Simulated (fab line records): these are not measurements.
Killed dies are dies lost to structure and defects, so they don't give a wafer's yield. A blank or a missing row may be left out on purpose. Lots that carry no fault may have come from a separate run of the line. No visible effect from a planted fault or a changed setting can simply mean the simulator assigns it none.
fab line records	flow gf180mcu	part 1 of 2: steps 1 to 31 of 40
record: lots: 5	wafers: 15	lastDay: 34
route steps=602 shown M3@424 V3@429 M4@456
lots with no fault: from the same line, run without faults
startH: hours from the record's first day to the start of the lot's first wafer shown	waitH: hours from the lot's prior step to this one	" identical to the entry in the row above	L1.1+2: several wafers, shown together as one row	- no value present, or no start provided	* or withheld: withheld	< > ~ a bound
route shown NAME@n: NAME is a module with steps in the file, n the number in the route of the first one	usual: mean/standard deviation of fault-free wafers	same: alike in all rows	chamber/n: place in a boat	sites: the reading at each site	_std_site: how widely they spread, as a standard deviation	_edge_site: the outer-site mean with the inner-site mean subtracted	radiusMm: for every site, how far away it sits from the centre of the wafer	mask NAME#n: copy n	behind: tool/chamber where the wafer was last shaped	hold: why the lot was held/for how many hours/how that ended	device: names the non-switching transistor (n, p or np)	end of line: tests of these same wafers at the route's end	a step without rows: its recipe alone	killed: not the wafer's yield, but the dies lost to structure and defects at the first sort	map: dies across one wafer; x = killed, . = not, _ = none there
set.NAME: setting as actually run; set.NAME@STEP: the setting as run at that earlier step	model.NAME: the simulator's own value behind a step, which no gauge read
lots seen at some steps along the route; tables by step, rows by wafer
services: a tool's chamber out of use, with start hour (startH, from the record's first day; less than 0 if before it), hours out, and reason
== steps ==
step: GF_M3_OVL_MEAS_15
usual: M3_OVL: 0/6.3
lot.wafer	tool	chamber	startH	waitH	M3_OVL[nm]
L081.3	overlay-02	-	562.07	0.1	-12
L081.4	"	-	"	"	-8
L081.5	"	-	"	"	-1
L083.2	overlay-01	-	570.01	0.1	-4
L083.3	"	-	"	"	2
L083.4	"	-	"	"	-5
L086.1	overlay-01	-	589.90	0.1	7
L086.2	"	-	"	"	-3
L086.4	"	-	"	"	0
L092.2	overlay-01	-	629.71	0.1	17
L092.3	"	-	"	"	2
L092.4	"	-	"	"	11
L096.2	overlay-01	-	659.55	0.1	12
L096.3	"	-	"	"	-1
L096.6	"	-	"	"	1
step: GF_M3_METAL_ETCH_16
recipe: chemistry: Cl2/BCl3	maskMaterial: KrF	targetDepthNm: 627.5	stopOn: SiO2	pressureMtorr: 8	icpW: 800	biasW: 140	Cl2_flow_sccm: 80	bcl3FlowSccm: 40	timeS: 104.6
usual: drypumpMotorCurrentA: 5.6/0.41	oesProductAu: 0.972/0.0072	throttleValvePct: 28.249/0.01
lot.wafer	tool	chamber	startH	waitH	drypumpMotorCurrentA	oesProductAu	rfHoursCounterH	throttleValvePct
L081.3	rieMetal-01	1	562.13	0.1	5.3	0.974	-	28.247
L081.4	"	0	"	"	5.4	0.958	-	28.264
L081.5	"	1	"	"	5.3	0.970	-	28.251
L083.2	rieMetal-04	0	570.04	0.0	5.5	0.975	4	28.246
L083.3	"	1	"	"	6.1	0.968	-	28.250
L083.4	"	0	"	"	5.5	0.966	-	28.256
L086.1	rieMetal-04	1	589.94	0.0	6.2	0.950	6	28.251
L086.2	"	0	"	"	5.5	0.969	4	28.252
L086.4	"	0	"	"	5.5	0.969	-	28.231
L092.2	rieMetal-01	0	629.74	0.0	5.4	0.986	13	28.226
L092.3	"	0	"	"	5.4	0.977	-	28.240
L092.4	"	1	"	"	5.3	0.975	-	28.256
L096.2	rieMetal-04	1	659.58	0.0	6.1	0.976	9	28.244
L096.3	"	1	"	"	6.1	0.970	-	28.250
L096.6	"	0	"	"	5.5	0.978	-	28.235
step: GF_M3_STRIP_17
recipe: chemistry: O2/N2	powerW: 1400	pressureMtorr: 1500	platenTempC: 250	o2FlowSccm: 3000	n2FlowSccm: 300	overashFraction: 0.5
usual: drypumpMotorCurrentA: 5.6/0.49	heaterPowerW: 352/26	oesProductAu: 0.558/0.0049	stripTimeToEndpointS: 7.89/0.058
lot.wafer	tool	chamber	startH	waitH	drypumpMotorCurrentA	heaterPowerW	oesProductAu	rfHoursCounterH	stripTimeToEndpointS
L081.3	plasmaAsher-03	0	562.24	0.1	5.4	319	0.554	-	7.90
L081.4	"	1	"	"	6.0	357	0.557	-	7.91
L081.5	"	0	"	"	5.4	323	0.559	-	7.88
L083.2	plasmaAsher-03	0	570.15	0.1	5.4	323	0.561	50	7.82
L083.3	"	0	"	"	5.4	330	0.559	-	7.96
L083.4	"	1	"	"	6.0	372	0.555	-	7.83
L086.1	plasmaAsher-01	0	590.05	0.1	5.9	378	0.552	83	7.92
L086.2	"	1	"	"	4.8	368	0.553	83	7.82
L086.4	"	1	"	"	4.8	379	0.565	-	7.87
L092.2	plasmaAsher-01	1	629.86	0.1	4.8	374	0.562	87	7.91
L092.3	"	1	"	"	4.7	379	0.562	-	7.88
L092.4	"	0	"	"	5.9	383	0.557	-	7.85
L096.2	plasmaAsher-04	0	659.69	0.1	5.2	346	0.557	102	7.95
L096.3	"	1	"	"	6.1	303	0.566	-	7.99
L096.6	"	1	"	"	6.1	305	0.553	-	7.82
step: GF_M3_STRIP_18
recipe: chemistry: postEtchResidueRemover	timeS: 1200	tempC: 72.5
lot.wafer	tool	chamber	startH	waitH
L081.3+4+5	wetBench-04	0	562.31	0.0
L083.2+3+4	wetBench-03	3	570.25	0.1
L086.1+2+4	wetBench-01	1	590.15	0.1
L092.2+3+4	wetBench-03	3	629.96	0.1
L096.2+3+6	wetBench-01	2	659.79	0.1
step: GF_M3_CLEAN_19
recipe: chemistry: DIW	dry: n2Spin
lot.wafer	tool	chamber	startH	waitH
L081.3+4+5	wetBench-03	3	562.65	0.0
L083.2+3+4	wetBench-01	0	570.59	0.0
L086.1+2+4	wetBench-04	2	590.52	0.0
L092.2+3+4	wetBench-01	2	630.30	0.0
L096.2+3+6	wetBench-03	0	660.20	0.0
step: GF_V3_CVD_00
recipe: material: SiO2	targetThkNm: 600	sigmaOpenFrac: 0.3	tempC: 400	timeS: 100	sih4FlowSccm: 60	pressureMtorr: 6
lot.wafer	tool	chamber	startH	waitH
L081.3+4+5	hdpcvd-02	0,2,1	562.74	0.0
L083.2+3+4	hdpcvd-02	1,0,0	570.70	0.0
L086.1+2+4	hdpcvd-01	2,1,2	590.61	0.0
L092.2+3+4	hdpcvd-01	2,1,0	630.39	0.0
L096.2+3+6	hdpcvd-02	0,2,0	660.29	0.0
step: GF_V3_THK_MEAS_01
recipe: reads: SiO2_of_V3_CVD_00
usual: V3_CVD_00_THK: 599/7.3
lot.wafer	tool	chamber	startH	waitH	V3_CVD_00_THK[nm]
L081.3	filmMetro-02	-	562.83	0.1	611
L081.4	"	-	"	"	604
L081.5	"	-	"	"	609
L083.2	filmMetro-04	-	570.78	0.0	596
L083.3	"	-	"	"	595
L083.4	"	-	"	"	595
L086.1	filmMetro-02	-	590.72	0.1	601
L086.2	"	-	"	"	584
L086.4	"	-	"	"	597
L092.2	filmMetro-02	-	630.47	0.0	597
L092.3	"	-	"	"	590
L092.4	"	-	"	"	597
L096.2	filmMetro-02	-	660.37	0.0	587
L096.3	"	-	"	"	596
L096.6	"	-	"	"	589
step: GF_V3_CVD_02
recipe: material: SiO2	targetThkNm: 850	precursor: TEOS	tempC: 400	timeS: 94.851	rfW: 600
usual: heaterPowerW: 708/130
lot.wafer	tool	chamber	startH	waitH	heaterPowerW
L081.3	pecvd-02	0	562.87	0.0	650
L081.4	"	0	"	"	668
L081.5	"	1	"	"	765
L083.2	pecvd-04	0	570.83	0.0	666
L083.3	"	1	"	"	697
L083.4	"	0	"	"	751
L086.1	pecvd-02	1	590.78	0.1	947
L086.2	"	0	"	"	630
L086.4	"	1	"	"	768
L092.2	pecvd-04	1	630.52	0.0	592
L092.3	"	1	"	"	637
L092.4	"	0	"	"	842
L096.2	pecvd-01	2	660.42	0.0	699
L096.3	"	0	"	"	978
L096.6	"	1	"	"	534
step: GF_V3_THK_MEAS_03
recipe: reads: SiO2_of_V3_CVD_02
usual: V3_CVD_02_THK: 853/11
lot.wafer	tool	chamber	startH	waitH	V3_CVD_02_THK[nm]
L081.3	filmMetro-03	-	562.96	0.1	858
L081.4	"	-	"	"	863
L081.5	"	-	"	"	873
L083.2	filmMetro-02	-	570.91	0.0	848
L083.3	"	-	"	"	854
L083.4	"	-	"	"	854
L086.1	filmMetro-03	-	590.85	0.0	854
L086.2	"	-	"	"	865
L086.4	"	-	"	"	871
L092.2	filmMetro-03	-	630.64	0.1	854
L092.3	"	-	"	"	867
L092.4	"	-	"	"	864
L096.2	filmMetro-04	-	660.50	0.0	840
L096.3	"	-	"	"	843
L096.6	"	-	"	"	848
step: GF_V3_CMP_04
recipe: material: SiO2	downForcePsi: 4	platenRpm: 60	padVelocityMS: 0.94248
usual: motorCurrentA: 11.6/0.89	slurryFlowMlMin: 150.1/0.47	timeToEndpointS: 85/7.4
lot.wafer	tool	chamber	startH	waitH	motorCurrentA	slurryFlowMlMin	timeToEndpointS
L081.3	cmp-02	3	563.00	0.0	12.7	149.6	92
L081.4	"	1	"	"	11.7	149.4	78
L081.5	"	3	"	"	13.1	150.7	98
L083.4	cmp-01	3	570.96	0.0	11.6	150.1	86
L083.3	"	0	"	"	10.3	149.9	95
L083.2	"	1	"	"	13.2	150.7	81
L086.2	cmp-01	2	590.91	0.0	10.7	151.0	87
L086.4	"	3	"	"	12.0	149.6	81
L086.1	"	1	"	"	13.0	150.1	75
L092.4	cmp-01	1	630.74	0.1	12.3	149.8	86
L092.2	"	2	"	"	10.8	150.0	86
L092.3	"	3	"	"	12.2	149.0	87
L096.2	cmp-02	1	660.55	0.0	11.3	150.0	66
L096.3	"	0	"	"	11.1	150.4	74
L096.6	"	2	"	"	11.8	149.7	80
step: GF_V3_BOW_MEAS_05
recipe: mode: bow
usual: V3_BOW: 117/7.3
lot.wafer	tool	chamber	startH	waitH	V3_BOW[um]
L081.3	filmMetro-02	-	563.34	0.3	125
L081.4	"	-	"	"	104
L081.5	"	-	"	"	115
L083.2	filmMetro-02	-	571.28	0.2	118
L083.3	"	-	"	"	115
L083.4	"	-	"	"	102
L086.1	filmMetro-04	-	591.21	0.1	109
L086.2	"	-	"	"	107
L086.4	"	-	"	"	116
L092.2	filmMetro-03	-	631.01	0.2	119
L092.3	"	-	"	"	124
L092.4	"	-	"	"	122
L096.2	filmMetro-04	-	660.87	0.3	116
L096.3	"	-	"	"	115
L096.6	"	-	"	"	119
step: GF_V3_DEHYDRATE_06
recipe: tempC: 200	timeS: 60
lot.wafer	tool	chamber	startH	waitH
L081.3+4+5	lithoTrack-03	0	573.66	10.3
L083.2+3+4	lithoTrack-04	0	581.30	10.0
L086.1+2+4	lithoTrack-02	0	601.04	9.8
L092.2+3+4	lithoTrack-04	0	640.60	9.6
L096.2+3+6	lithoTrack-02	0	668.66	7.8
step: GF_V3_HMDS_07
recipe: primeTimeS: 60	primeTempC: 120
lot.wafer	tool	chamber	startH	waitH
L081.3+4+5	lithoTrack-03	0	573.81	0.1
L083.2+3+4	lithoTrack-04	0	581.45	0.1
L086.1+2+4	lithoTrack-02	0	601.19	0.1
L092.2+3+4	lithoTrack-04	0	640.75	0.1
L096.2+3+6	lithoTrack-02	0	668.81	0.1
step: GF_V3_COAT_08
recipe: resist: BARC	tempC: withheld	timeS: withheld	spinRpm: withheld	resistThkNm: withheld
lot.wafer	tool	chamber	startH	waitH
L081.3+4+5	lithoTrack-03	0	573.96	0.1
L083.2+3+4	lithoTrack-04	0	581.60	0.1
L086.1+2+4	lithoTrack-02	0	601.34	0.1
L092.2+3+4	lithoTrack-04	0	640.90	0.1
L096.2+3+6	lithoTrack-02	0	668.96	0.1
step: GF_V3_COAT_09
recipe: resist: KrF	spinRpm: withheld	resistThkNm: 1000
lot.wafer	tool	chamber	startH	waitH
L081.3+4+5	lithoTrack-03	0	-	-
L083.2+3+4	lithoTrack-04	0	-	-
L086.1+2+4	lithoTrack-02	0	-	-
L092.2+3+4	lithoTrack-04	0	-	-
L096.2+3+6	lithoTrack-02	0	-	-
step: GF_V3_SOFTBAKE_10
recipe: tempC: 130	timeS: 60	resist: KrF
lot.wafer	tool	chamber	startH	waitH
L081.3+4+5	lithoTrack-03	0	-	-
L083.2+3+4	lithoTrack-04	0	-	-
L086.1+2+4	lithoTrack-02	0	-	-
L092.2+3+4	lithoTrack-04	0	-	-
L096.2+3+6	lithoTrack-02	0	-	-
step: GF_V3_EXPOSE_11
recipe: maskId: Via3	targetCdNm: 260	na: 0.68	sourceShape: conventional	sigmaOuter: 0.6	doseMj: 38
lot.wafer	tool	chamber	startH	waitH	mask
L081.3+4+5	krfScanner-01	0	-	-	Via3#0
L083.2+3+4	krfScanner-02	0	-	-	Via3#0
L086.1+2+4	krfScanner-02	0	-	-	Via3#0
L092.2+3+4	krfScanner-02	0	-	-	Via3#0
L096.2+3+6	krfScanner-02	0	-	-	Via3#0
step: GF_V3_PEB_12
recipe: pebTempC: 135	pebTimeS: 90	resist: KrF
lot.wafer	tool	chamber	startH	waitH
L081.3+4+5	lithoTrack-04	0	-	-
L083.2+3+4	lithoTrack-02	0	-	-
L086.1+2+4	lithoTrack-03	0	-	-
L092.2+3+4	lithoTrack-03	0	-	-
L096.2+3+6	lithoTrack-02	0	-	-
step: GF_V3_DEVELOP_13
recipe: developTimeS: 60	resist: KrF	devTempC: 21
lot.wafer	tool	chamber	startH	waitH
L081.3+4+5	lithoTrack-04	0	584.82	0.1
L083.2+3+4	lithoTrack-02	0	592.16	0.2
L086.1+2+4	lithoTrack-03	0	610.46	0.2
L092.2+3+4	lithoTrack-03	0	650.79	0.2
L096.2+3+6	lithoTrack-02	0	679.61	0.2
step: GF_V3_CD_MEAS_14
recipe: targetCdNm: 260
usual: cdNm: 259.7/1.2
lot.wafer	tool	chamber	startH	waitH	cdNm
L081.3	cdSem-01	-	585.05	0.2	258.5
L081.4	"	-	"	"	259.4
L081.5	"	-	"	"	258.9
L083.2	cdSem-01	-	592.31	0.1	259.1
L083.3	"	-	"	"	258.9
L083.4	"	-	"	"	259.6
L086.1	cdSem-02	-	610.61	0.1	260.2
L086.2	"	-	"	"	261.0
L086.4	"	-	"	"	260.9
L092.2	cdSem-01	-	650.93	0.1	258.4
L092.3	"	-	"	"	258.7
L092.4	"	-	"	"	258.0
L096.2	cdSem-01	-	679.76	0.1	259.4
L096.3	"	-	"	"	260.1
L096.6	"	-	"	"	259.5
step: GF_V3_OVL_MEAS_15
usual: V3_OVL: 0/5.6
lot.wafer	tool	chamber	startH	waitH	V3_OVL[nm]
L081.3	overlay-01	-	585.14	0.1	13
L081.4	"	-	"	"	5
L081.5	"	-	"	"	8
L083.2	overlay-01	-	592.42	0.1	2
L083.3	"	-	"	"	-11
L083.4	"	-	"	"	3
L086.1	overlay-02	-	610.73	0.1	3
L086.2	"	-	"	"	-10
L086.4	"	-	"	"	-9
L092.2	overlay-01	-	651.04	0.1	0
L092.3	"	-	"	"	-4
L092.4	"	-	"	"	-7
L096.2	overlay-02	-	679.86	0.1	9
L096.3	"	-	"	"	-3
L096.6	"	-	"	"	13
step: GF_V3_ETCH_16
recipe: chemistry: N2/H2	targetDepthA: withheld	overetchA: withheld	timeS: withheld	target: BARC	ionEnergyEv: 200	sourceW: 500	biasW: 100	pressureMtorr: 30	n2FlowSccm: 100	h2FlowSccm: 200
usual: drypumpMotorCurrentA: 5.8/0.37	oesProductAu: 0.856/0.0047	throttleValvePct: 13.225/0.0088
lot.wafer	tool	chamber	startH	waitH	drypumpMotorCurrentA	oesProductAu	throttleValvePct
L081.3	rieDiel-03	3	585.17	0.0	6.3	0.864	13.239
L081.4	"	1	"	"	5.9	0.856	13.216
L081.5	"	2	"	"	5.4	0.859	13.222
L083.2	rieDiel-03	2	592.45	0.0	5.4	0.864	13.219
L083.3	"	3	"	"	6.3	0.852	13.213
L083.4	"	1	"	"	5.9	0.856	13.237
L086.1	rieDiel-02	1	610.77	0.0	5.7	0.857	13.230
L086.2	"	3	"	"	5.3	0.856	13.241
L086.4	"	0	"	"	5.3	0.848	13.212
L092.2	rieDiel-02	2	651.07	0.0	5.9	0.862	13.238
L092.3	"	1	"	"	5.7	0.859	13.220
L092.4	"	0	"	"	5.3	0.857	13.232
L096.2	rieDiel-03	0	679.89	0.0	6.0	0.854	13.231
L096.3	"	3	"	"	6.3	0.860	13.220
L096.6	"	1	"	"	5.9	0.858	13.235
step: GF_V3_ETCH_17
recipe: chemistry: C4F8/O2/Ar	maskMaterial: KrF	target: SiO2	stopOn: TiN	sourceW: 1500	biasW: 1200	pressureMtorr: 40	c4f8FlowSccm: withheld	O2_flow_sccm: 6	Ar_flow_sccm: 300	timeS: withheld	targetDepthA: 6350
usual: oesProductAu: 0.857/0.0046
lot.wafer	tool	chamber	startH	waitH	oesProductAu
L081.3	rieDiel-03	3	-	-	0.853
L081.4	"	1	"	"	0.856
L081.5	"	2	"	"	0.860
L083.2	rieDiel-03	2	-	-	0.861
L083.3	"	3	"	"	0.861
L083.4	"	1	"	"	0.855
L086.1	rieDiel-02	1	-	-	0.858
L086.2	"	3	"	"	0.861
L086.4	"	0	"	"	0.857
L092.2	rieDiel-02	2	-	-	0.862
L092.3	"	1	"	"	0.862
L092.4	"	0	"	"	0.865
L096.2	rieDiel-03	0	-	-	0.852
L096.3	"	3	"	"	0.852
L096.6	"	1	"	"	0.854
step: GF_V3_STRIP_18
recipe: chemistry: O2/N2	powerW: 1400	pressureMtorr: 1500	platenTempC: 250	o2FlowSccm: 3000	n2FlowSccm: 300	overashFraction: 0.5
usual: drypumpMotorCurrentA: 5.7/0.49	heaterPowerW: 341/31	oesProductAu: 0.594/0.005
lot.wafer	tool	chamber	startH	waitH	drypumpMotorCurrentA	heaterPowerW	oesProductAu	rfHoursCounterH
L081.3	plasmaAsher-02	1	585.33	-	6.2	305	0.596	-
L081.4	"	0	"	"	5.8	358	0.599	-
L081.5	"	0	"	"	5.9	374	0.591	-
L083.2	plasmaAsher-04	1	592.57	-	6.0	310	0.599	95
L083.3	"	0	"	"	5.2	350	0.587	-
L083.4	"	1	"	"	6.0	313	0.587	-
L086.1	plasmaAsher-01	1	610.90	-	4.8	376	0.597	85
L086.2	"	0	"	"	5.9	383	0.601	85
L086.4	"	0	"	"	5.9	367	0.601	-
L092.2	plasmaAsher-04	0	651.20	-	5.2	346	0.593	101
L092.3	"	0	"	"	5.2	350	0.584	-
L092.4	"	1	"	"	6.0	310	0.598	-
L096.2	plasmaAsher-02	0	680.02	-	5.8	365	0.598	26
L096.3	"	0	"	"	5.8	375	0.599	-
L096.6	"	1	"	"	6.2	301	0.595	-
step: GF_V3_STRIP_19
recipe: chemistry: postEtchResidueRemover	timeS: 1200	tempC: 72.5
lot.wafer	tool	chamber	startH	waitH
L081.3+4+5	wetBench-01	3	585.39	0.0
L083.2+3+4	wetBench-01	1	592.67	0.1
L086.1+2+4	wetBench-01	0	611.00	0.1
L092.2+3+4	wetBench-01	2	651.29	0.1
L096.2+3+6	wetBench-03	0	680.12	0.1
step: GF_V3_CLEAN_20
recipe: chemistry: DIW	dry: n2Spin
lot.wafer	tool	chamber	startH	waitH
L081.3+4+5	wetBench-03	0	585.77	0.0
L083.2+3+4	wetBench-03	1	593.05	0.0
L086.1+2+4	wetBench-03	0	611.34	0.0
L092.2+3+4	wetBench-03	0	651.67	0.0
L096.2+3+6	wetBench-02	2	680.46	0.0
step: GF_V3_SPUTTER_21
recipe: material: Ti	targetThkNm: 15	chamberPressurePa: 5	powerW: 2500	substrateTempC: 200	timeS: 80.02
usual: throttleValvePct: 30.4/0.93
lot.wafer	tool	chamber	startH	waitH	throttleValvePct
L081.3	pvdSputter-02	-	585.87	0.0	31.7
L081.4	"	-	"	"	30.0
L081.5	"	-	"	"	30.2
L083.2	pvdSputter-02	-	593.16	0.0	31.4
L083.3	"	-	"	"	29.7
L083.4	"	-	"	"	30.2
L086.1	pvdSputter-03	-	611.43	0.0	29.5
L086.2	"	-	"	"	30.6
L086.4	"	-	"	"	30.7
L092.2	pvdSputter-02	-	651.76	0.0	30.8
L092.3	"	-	"	"	30.2
L092.4	"	-	"	"	31.9
L096.2	pvdSputter-02	-	680.56	0.0	30.2
L096.3	"	-	"	"	31.0
L096.6	"	-	"	"	31.2
step: GF_V3_SPUTTER_22
recipe: material: TiN	targetThkNm: 10	chamberPressurePa: 5	powerW: 4000	timeS: 40
usual: throttleValvePct: 30.4/0.95
lot.wafer	tool	chamber	startH	waitH	throttleValvePct
L081.3	pvdSputter-02	-	585.93	0.0	31.9
L081.4	"	-	"	"	30.2
L081.5	"	-	"	"	30.5
L083.2	pvdSputter-02	-	593.22	0.0	30.9
L083.3	"	-	"	"	29.8
L083.4	"	-	"	"	30.4
L086.1	pvdSputter-03	-	611.49	0.0	29.6
L086.2	"	-	"	"	30.7
L086.4	"	-	"	"	30.6
L092.2	pvdSputter-02	-	651.82	0.0	30.9
L092.3	"	-	"	"	30.0
L092.4	"	-	"	"	31.7
L096.2	pvdSputter-02	-	680.62	0.0	29.9
L096.3	"	-	"	"	31.0
L096.6	"	-	"	"	31.3
step: GF_V3_CVD_23
recipe: material: W	targetThkNm: 350	timeS: 104.9	tempC: 400	pressureTorr: 40
usual: heaterPowerW: 944/38
lot.wafer	tool	chamber	startH	waitH	heaterPowerW
L081.3	cvdW-01	1	586.00	0.1	983
L081.4	"	0	"	"	926
L081.5	"	0	"	"	930
L083.2	cvdW-01	1	593.26	0.0	977
L083.3	"	0	"	"	931
L083.4	"	1	"	"	975
L086.1	cvdW-01	0	611.53	0.0	952
L086.2	"	1	"	"	954
L086.4	"	1	"	"	975
L092.2	cvdW-02	0	651.86	0.0	993
L092.3	"	1	"	"	885
L092.4	"	0	"	"	982
L096.2	cvdW-01	0	680.66	0.0	949
L096.3	"	1	"	"	975
L096.6	"	0	"	"	955
step: GF_V3_RS_MEAS_24
recipe: thkMeasGauge: four-point-probe	reads: W_of_V3_CVD_23+TiN_of_V3_SPUTTER_22+Ti_of_V3_SPUTTER_21
usual: V3_W_RS: 0.329/0.0051
lot.wafer	tool	chamber	startH	waitH	V3_W_RS[ohm/sq]
L081.3	filmMetro-02	-	586.12	0.1	0.324
L081.4	"	-	"	"	0.330
L081.5	"	-	"	"	0.330
L083.2	filmMetro-04	-	593.39	0.1	0.323
L083.3	"	-	"	"	0.328
L083.4	"	-	"	"	0.320
L086.1	filmMetro-03	-	611.64	0.1	0.333
L086.2	"	-	"	"	0.326
L086.4	"	-	"	"	0.327
L092.2	filmMetro-02	-	651.99	0.1	0.335
L092.3	"	-	"	"	0.338
L092.4	"	-	"	"	0.333
L096.2	filmMetro-02	-	680.79	0.1	0.327
L096.3	"	-	"	"	0.319
L096.6	"	-	"	"	0.328
step: GF_V3_THK_MEAS_25
recipe: thkMeasGauge: xrf	reads: W_of_V3_CVD_23
usual: V3_W_THK: 366/7
lot.wafer	tool	chamber	startH	waitH	V3_W_THK[nm]
L081.3	filmMetro-02	-	586.22	0.1	375
L081.4	"	-	"	"	366
L081.5	"	-	"	"	367
L083.2	filmMetro-04	-	593.50	0.1	368
L083.3	"	-	"	"	362
L083.4	"	-	"	"	373
L086.1	filmMetro-03	-	611.76	0.1	367
L086.2	"	-	"	"	376
L086.4	"	-	"	"	374
L092.2	filmMetro-02	-	652.10	0.1	354
L092.3	"	-	"	"	353
L092.4	"	-	"	"	358
L096.2	filmMetro-02	-	680.90	0.1	366
L096.3	"	-	"	"	377
L096.6	"	-	"	"	365
